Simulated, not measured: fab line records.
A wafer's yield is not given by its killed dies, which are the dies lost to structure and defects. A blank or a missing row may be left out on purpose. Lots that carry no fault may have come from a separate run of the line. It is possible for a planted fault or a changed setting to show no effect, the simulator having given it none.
A lot that was struck, set against a sound lot :: flow sky130 :: 13 steps out of a route of 708
Sound: these wafers, L335.4, L335.5, L335.6. Wafers L346.2, L346.4, L346.6 were the ones struck. The cause comes at the end.
For every step that has rows: the tool of each side, followed by ch and its chambers, followed by its first start. Under that, the readings that differ: sound wafers :: struck wafers :: difference of the means :: sigmas: that difference in standard deviations of wafers without a fault.
alike: readings whose means differ by less than 2 such deviations, and words and numbers that are the same on both sides. not compared: withheld readings, readings that some wafer has no value for, bounds like >300 that may hide the same value, and numbers for which the record gives no deviation and whose values overlap.
The two part at a step that has a row with sigmas, a row that says differs or no value, or rows on one side only. Numbers that don't overlap but have no deviation are shown without sigmas and don't part them. A reading missing from all wafers of one side parts the sides only when that side holds two or more wafers.

SKY_VIA2_CD_MEAS_12: the cd target is 200 nm.
  struck on cd sem-01, day 40 21:34; sound on cd sem-02, day 37 06:13
  alike: cd nm
SKY_VIA2_OVL_MEAS_13:
  struck on overlay-02, day 40 21:40; sound on overlay-01, day 37 06:18
  alike: VIA2_OVL
SKY_VIA2_ETCH_14: etches BARC in N2/H2, stops on SiO2, time 45.9 s, target depth 60 nm.
  sound on rie diel-04 ch 0,3, day 37 06:19; struck on rie diel-04 ch 0,2, day 40 21:42
  alike: drypump motor current A, oes product au, throttle valve pct
  not compared: rf hours counter h
SKY_VIA2_ETCH_15: etches SiO2 in C4F8/O2/Ar, stops on TiN, target depth 546 nm, time 84 s.
  sound on rie diel-04 ch 0,3, day 37 06:22; struck on rie diel-04 ch 0,2, day 40 21:44
  alike: oes product au
  not compared: rf hours counter h
SKY_VIA2_STRIP_16: strips in O2/N2.
  sound on plasma asher-02 ch 0,1, day 37 06:27; struck on plasma asher-02 ch 0,1, day 40 21:48
  alike: drypump motor current A, oes product au, strip time to endpoint s
  not compared: rf hours counter h
then, 3 steps without rows for these wafers: SKY_VIA2_STRIP_17 (strips in post etch residue remover, time 1200 s); SKY_VIA2_CLEAN_18 (cleans in IPA, time 180 s); SKY_VIA2_CLEAN_19 (cleans in O3/DIW).
SKY_VIA2_SPUTTER_20: material TiN, target thk 20 nm, time 80 s.
  struck on pvd sputter-03, day 40 22:23; sound on pvd sputter-02, day 37 07:27
  alike: throttle valve pct
SKY_VIA2_CVD_21: deposits W, target thk 420 nm, time 126.4 s.
  sound on cvd w-01 ch 0,1, day 37 07:33; struck on cvd w-01 ch 0,1, day 40 22:27
  alike: heater power w
SKY_VIA2_RS_MEAS_22: a four-point-probe measurement.
  struck on film metro-04, day 40 22:36; sound on film metro-03, day 37 07:42
  alike: VIA2_W_RS
SKY_VIA2_THK_MEAS_23: measures by xrf.
  struck on film metro-04, day 40 22:43; sound on film metro-03, day 37 07:47
  alike: VIA2_W_THK
SKY_VIA2_CMP_24: polishes, stops on SiO2, t overpolish 20 s, target thk 0 nm.
  sound on cmp-02 ch 0,1,3, day 37 07:55; struck on cmp-02 ch 0,1, day 40 22:46
  no value came back on the struck wafers for any of 5 readings (edge zone pressure frac, head pressure psi (psi) and others); on the sound wafers edge zone pressure frac reads 0.992 1.001 0.996
reading: model.W_of_VIA2_CVD_21.thk nm (nm)
sound: 0 0 0
struck: 429 422.7 421.9
difference: +425
sigmas: 

reading: model.SiO2_of_VIA2_HDPCVD_00.thk nm (nm)
sound: 491 490.1 490
struck: 492.5 495.3 494.3
difference: +3.7
sigmas: 

WHERE THEY PART
Within this record, at SKY_VIA2_CMP_24 only.

WHY: what the simulator had put in
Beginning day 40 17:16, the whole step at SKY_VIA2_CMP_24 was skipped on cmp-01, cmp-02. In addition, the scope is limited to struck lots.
